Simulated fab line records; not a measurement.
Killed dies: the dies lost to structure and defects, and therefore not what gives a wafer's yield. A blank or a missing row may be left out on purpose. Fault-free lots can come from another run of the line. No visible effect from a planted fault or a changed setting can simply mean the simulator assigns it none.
A lot that was struck, set against a sound lot :: flow sky130 :: 30 out of 708 route steps
Sound: these wafers, L321.2, L321.4, L321.6. The struck wafers were L333.1, L333.3, L333.4. The cause is named last.
At each step with rows: each side's tool, then ch and its chambers, then its first start. Under that, the readings that differ: sound wafers :: struck wafers :: difference of the means :: sigmas: that difference in standard deviations of wafers without a fault.
alike: words and numbers the same on both sides, and readings whose means are apart by under 2 such deviations; not compared: readings that were withheld, readings missing a value for some wafer, numbers with overlapping values and no deviation given by the record, and bounds like >300 which may hide the same value.
A row with sigmas, a row that says differs or no value, or rows on one side alone: a step with any of these is where the two part. Non-overlapping numbers with no deviation appear without sigmas and do not part them. Lack of a reading on every wafer of one side parts them only where that side has two or more wafers.

first, 5 steps without rows for these wafers: SKY_SONOS_ONO_COAT_08 (resist thk 1140 nm); SKY_SONOS_ONO_SOFTBAKE_09 (time 60 s); SKY_SONOS_ONO_EXPOSE_10 (exposes mask ONOM, target cd 410 nm); SKY_SONOS_ONO_PEB_11; SKY_SONOS_ONO_DEVELOP_12 (develop time 60 s).
SKY_SONOS_ONO_CD_MEAS_13 targets a cd of 410 nm.
  sound: cdSem-01 at day 13 05:48; struck: cdSem-01 at day 18 12:05
  alike: cdNm
SKY_SONOS_ONO_OVL_MEAS_14:
  sound: overlay-02 at day 13 05:55; struck: overlay-02 at day 18 12:12
  alike: SONOS_ONO_OVL
SKY_SONOS_ONO_ETCH_15: etches the open film in CHF3/O2, target depth 19.52 nm, time 7.8 s.
  sound on rieDiel-04 ch 0,2,3, day 13 05:56; struck on rieDiel-03 ch 1,2,3, day 18 12:14
  alike: drypumpMotorCurrentA, oesProductAu, throttleValvePct
  not compared: rfHoursCounterH
then, 1 step without rows for these wafers: SKY_SONOS_ONO_WET_ETCH_16 (etches SiO2 in dHF, target depth 14 nm, time 280 s).
SKY_SONOS_ONO_STRIP_17: strips in O2/N2.
  sound on plasmaAsher-01 ch 0,1, day 13 06:02; struck on plasmaAsher-03 ch 0,1, day 18 12:21
  alike: drypumpMotorCurrentA, oesProductAu, stripTimeToEndpointS
  not compared: rfHoursCounterH
then, 2 steps without rows for these wafers: SKY_SONOS_ONO_WET_ETCH_18 (etches Si3N4 in H3PO4, target depth 15 nm, time 172 s); SKY_GATE_OXIDE_CLEAN_00 (cleans in SC1/SC2, time 150 s).
SKY_GATE_OXIDE_OXIDATION_01: stabilise 600 s, purge 300 s, target thk 10.268 nm.
  sound on furnace-01 ch 0, day 13 06:19; struck on furnace-01 ch 0, day 18 12:34
reading: spikeTcBottomC (C)
sound: 920.6 921.7 919.8
struck: 842.8 841.6 841.7
difference: -78.7
sigmas: -36

reading: spikeTcCentreC (C)
sound: 900.8 901.5 902.4
struck: 822.0 823.0 821.3
difference: -79.5
sigmas: -84

reading: spikeTcLowerC (C)
sound: 899.7 902.0 901.4
struck: 821.6 821.8 821.3
difference: -79.5
sigmas: -79

reading: spikeTcTopC (C)
sound: 914.1 914.8 912.8
struck: 835.0 835.7 836.4
difference: -78.2
sigmas: -60

reading: spikeTcUpperC (C)
sound: 900.1 898.3 899.7
struck: 820.6 818.9 822.9
difference: -78.6
sigmas: -71

reading: tubeCenterTempC (C)
sound: 899.94 899.93 900.1
struck: 820.29 820.48 820.32
difference: -79.63
sigmas: -99 or more

reading: tube_center_temp_C_max
sound: 902.0 902.2 902.5
struck: 822.0 822.6 822.9
difference: -79.7
sigmas: -99 or more

reading: zonePowerBottomPct (%)
sound: 28.2 28.0 28.1
struck: 23.1 22.9 22.9
difference: -5.1
sigmas: -5

reading: zonePowerCentrePct (%)
sound: 19.05 18.97 18.72
struck: 15.84 15.80 15.60
difference: -3.17
sigmas: -13

reading: zonePowerLowerPct (%)
sound: 18.83 18.81 18.87
struck: 15.74 15.41 15.27
difference: -3.36
sigmas: -18

reading: zonePowerTopPct (%)
sound: 32.1 32.1 32.3
struck: 27.6 28.1 28.1
difference: -4.2
sigmas: -3

reading: zonePowerUpperPct (%)
sound: 20.2 20.6 20.3
struck: 16.6 16.7 16.8
difference: -3.7
sigmas: -12

reading: model.SiO2_of_GATE_OXIDE_OXIDATION_01.thkNm (nm)
sound: 10.15 10.15 10.07
struck: 4.228 4.098 3.904
difference: -6.047
sigmas: 
SKY_GATE_OXIDE_THK_MEAS_02:
  sound: filmMetro-01 at day 13 07:44; struck: filmMetro-03 at day 18 13:58
reading: GATE_OXIDE_OXIDATION_00_THK (nm)
sound: 10.16 10.16 10.08
struck: 4.19 4.07 3.86
difference: -6.09
sigmas: -32
then, 7 steps without rows for these wafers: SKY_GATE_OXIDE_DEHYDRATE_03 (time 60 s); SKY_GATE_OXIDE_HMDS_04 (prime time 60 s); SKY_GATE_OXIDE_COAT_05 (resist thk 1140 nm); SKY_GATE_OXIDE_SOFTBAKE_06 (time 60 s); SKY_GATE_OXIDE_EXPOSE_07 (exposes mask LVOM, target cd 600 nm); SKY_GATE_OXIDE_PEB_08; SKY_GATE_OXIDE_DEVELOP_09 (develop time 60 s).
SKY_GATE_OXIDE_OVL_MEAS_10:
  sound: overlay-02 at day 14 09:26; struck: overlay-01 at day 19 20:33
  alike: GATE_OXIDE_OVL
then, 2 steps without rows for these wafers: SKY_GATE_OXIDE_IMPLANT_11; SKY_GATE_OXIDE_WET_ETCH_12 (etches SiO2 in dHF, target depth 16.8 nm, time 336 s).
SKY_GATE_OXIDE_STRIP_13: strips in O2/N2.
  sound on plasmaAsher-04 ch 0,1, day 14 09:43; struck on plasmaAsher-01 ch 0,1, day 19 20:50
  alike: drypumpMotorCurrentA, oesProductAu, stripTimeToEndpointS
  not compared: rfHoursCounterH
SKY_GATE_OXIDE_TW_MEAS_14:
  sound: filmMetro-02 at day 14 09:50; struck: filmMetro-01 at day 19 20:56
  alike: GATE_OXIDE_TW
then, 1 step without rows for these wafers: SKY_GATE_OXIDE_CLEAN_15 (cleans in SC1/SC2, time 150 s).
SKY_GATE_OXIDE_OXIDATION_16: stabilise 600 s, purge 300 s, target thk 3.57 nm.
  sound on furnace-01 ch 0, day 14 09:56; struck on furnace-01 ch 0, day 19 21:03
reading: model.SiO2_of_GATE_OXIDE_OXIDATION_01.thkNm (nm)
sound: 11.52 11.52 11.44
struck: 6.161 6.031 5.921
difference: -5.456
sigmas: 
  alike: spikeTcBottomC, spikeTcCentreC, spikeTcLowerC, spikeTcTopC, spikeTcUpperC, tubeCenterTempC, tube_center_temp_C_max, zonePowerBottomPct, zonePowerCentrePct, zonePowerLowerPct, zonePowerTopPct, zonePowerUpperPct
then, 1 step without rows for these wafers: SKY_POLY_GATE_CVD_00 (deposits poly-Si, target thk 180 nm, time 720 s).
-- record jumps: 30 days separate the struck wafers' starts on either side; left off in module POLY_GATE, taken up again in module PAD_OPEN, whose first shown step is the route's number 708 --
SKY_PAD_OPEN_PROBE_99:
  sound: prober-01 at day 45 22:27; struck: prober-01 at day 49 16:42
reading: model.etest.nfet_16v.rOnOhmUm
sound: 1.405e+04 1.41e+04 1.39e+04
struck: 1.084e+04 1.079e+04 1.078e+04
difference: -3.213e+03
sigmas: 

reading: model.etest.pfet_16v.rOnOhmUm
sound: 1.454e+04 1.47e+04 1.485e+04
struck: 1.333e+04 1.374e+04 1.369e+04
difference: -1.110e+03
sigmas: 

reading: model.etest.pfetG5v0d10v5.rOnOhmUm
sound: 4764 4731 4690
struck: 3535 3479 3526
difference: -1215
sigmas: 

reading: model.etest.tipSonos.rsOhmSq
sound: 2606 2615 2583
struck: 1827 1847 1825
difference: -768
sigmas: 

reading: model.etest.nfetG5v0d10v5.rOnOhmUm
sound: 1883 1861 1845
struck: 1370 1363 1368
difference: -496
sigmas: 

reading: model.etest.nfetG5v0d10v5.driveUaUm
sound: 612.5 615.6 618.7
struck: 1070 1093 1100
difference: +472
sigmas: 

reading: model.etest.nfet_05v0_nvt.driveUaUm
sound: 582.8 582.9 585.8
struck: 959.9 970 982.8
difference: +387.1
sigmas: 

reading: model.etest.tipP.rsOhmSq
sound: 6858 6820 6848
struck: 6720 6678 6654
difference: -158
sigmas: 
  alike: killed_at_M0_to_M3, killed_at_M4_up, killedAtContacts, killedAtFrontEnd, killedAtOther, killedDies, killedOpen, killedShort

WHERE THEY PART
First at SKY_GATE_OXIDE_OXIDATION_01; last, within this record, at SKY_GATE_OXIDE_THK_MEAS_02. Later steps at which nothing parts them and some readings are alike: SKY_GATE_OXIDE_OVL_MEAS_10, SKY_GATE_OXIDE_STRIP_13, SKY_GATE_OXIDE_TW_MEAS_14, SKY_GATE_OXIDE_OXIDATION_16, SKY_PAD_OPEN_PROBE_99.

WHY: what had been put in by the simulator
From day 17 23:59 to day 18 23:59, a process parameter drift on furnace-01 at SKY_GATE_OXIDE_OXIDATION_01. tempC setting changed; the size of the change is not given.
